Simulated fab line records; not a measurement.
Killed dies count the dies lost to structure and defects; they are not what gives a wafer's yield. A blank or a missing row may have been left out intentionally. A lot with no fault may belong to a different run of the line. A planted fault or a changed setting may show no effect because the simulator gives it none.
A single fault, viewed from 2 desks + flow sky130 + each desk has only its own numbers; what lay behind them comes last

== THE METROLOGY DESK ==
What the gauges read for every lot (on any tool): the sampled wafers with a number, averaged. A lot is out of limits, marked OUT, if its mean lies more than 4 standard deviations from the usual mean; the brackets give that distance.
Columns: A = SD_N_OVL at SKY_SD_N_OVL_MEAS_08, usual -0.6 nm; B = SD_N_RS at SKY_SD_N_RS_MEAS_16, usual 68.56 ohm/sq
| lot  | first seen here | A    | B               |
|------|-----------------|------|-----------------|
| L202 | day 28 23:10    | -3.2 | 68.52           |
| L203 | day 30 00:21    | 1.0  | 72.20 (+36) OUT |
| L205 | day 30 11:58    | 0.9  | 72.18 (+36) OUT |
| L206 | day 31 07:28    | 0.0  | 68.64           |
| L213 | day 33 13:28    | -3.3 | 68.72           |
| L215 | day 33 17:17    | -2.1 | 68.51           |
| L216 | day 33 21:11    | 1.1  | 68.50           |
| L217 | day 34 02:50    | -3.1 | 68.48           |
| L218 | day 34 07:51    | -1.8 | 68.64           |
| L221 | day 35 09:44    | -1.4 | 68.50           |
This desk reports L203, L205 out of limits; the earliest was L203 at day 30 01:04 (SD_N_RS at SKY_SD_N_RS_MEAS_16). In limits: L202, L206, L213, L215, L216, L217, L218, L221.

== THE TOOL OWNER'S DESK: implanter-03 ==
The tool's own readings at SKY_SD_N_IMPLANT_09: means of the sampled wafers that have a number, for each lot that ran on this tool. A lot is out of limits, marked OUT, if its mean lies more than 4 standard deviations from the usual mean; the brackets give that distance.
Columns: A = beam_energy_keV at SKY_SD_N_IMPLANT_09, usual 50.002; B = beam_on_s at SKY_SD_N_IMPLANT_09, usual 18.5 s
| lot  | first seen here | A                        | B    |
|------|-----------------|--------------------------|------|
| L202 | day 28 23:13    | 49.999                   | 21.5 |
| L203 | day 30 00:23    | 45.046 (-99 or more) OUT | 21.6 |
| L205 | day 30 12:01    | 45.032 (-99 or more) OUT | 21.4 |
| L213 | day 33 13:31    | 50.010                   | 21.7 |
| L221 | day 35 09:49    | 50.006                   | 21.4 |
This desk's verdict: out of limits on L203, L205, starting with L203 at day 30 00:23 (beam_energy_keV at SKY_SD_N_IMPLANT_09). In limits: L202, L213, L221.

== TAKEN TOGETHER ==
An alarm could have come from the tool owner's desk at day 30 00:23, on L203, L205.
An alarm was possible from the metrology desk at day 30 01:04, on L203, L205.
Every lot named ran SKY_SD_N_IMPLANT_09 on implanter-03.

== WHAT WAS PUT IN BY THE SIMULATOR ==
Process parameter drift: implanter-03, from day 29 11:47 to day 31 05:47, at SKY_SD_N_IMPLANT_09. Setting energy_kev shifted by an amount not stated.
Lots struck among those shown: L203, L205.
Counting hours from when the fault started, the first reading out of limits came at 13 for the tool owner's desk and at 13 for the metrology desk.
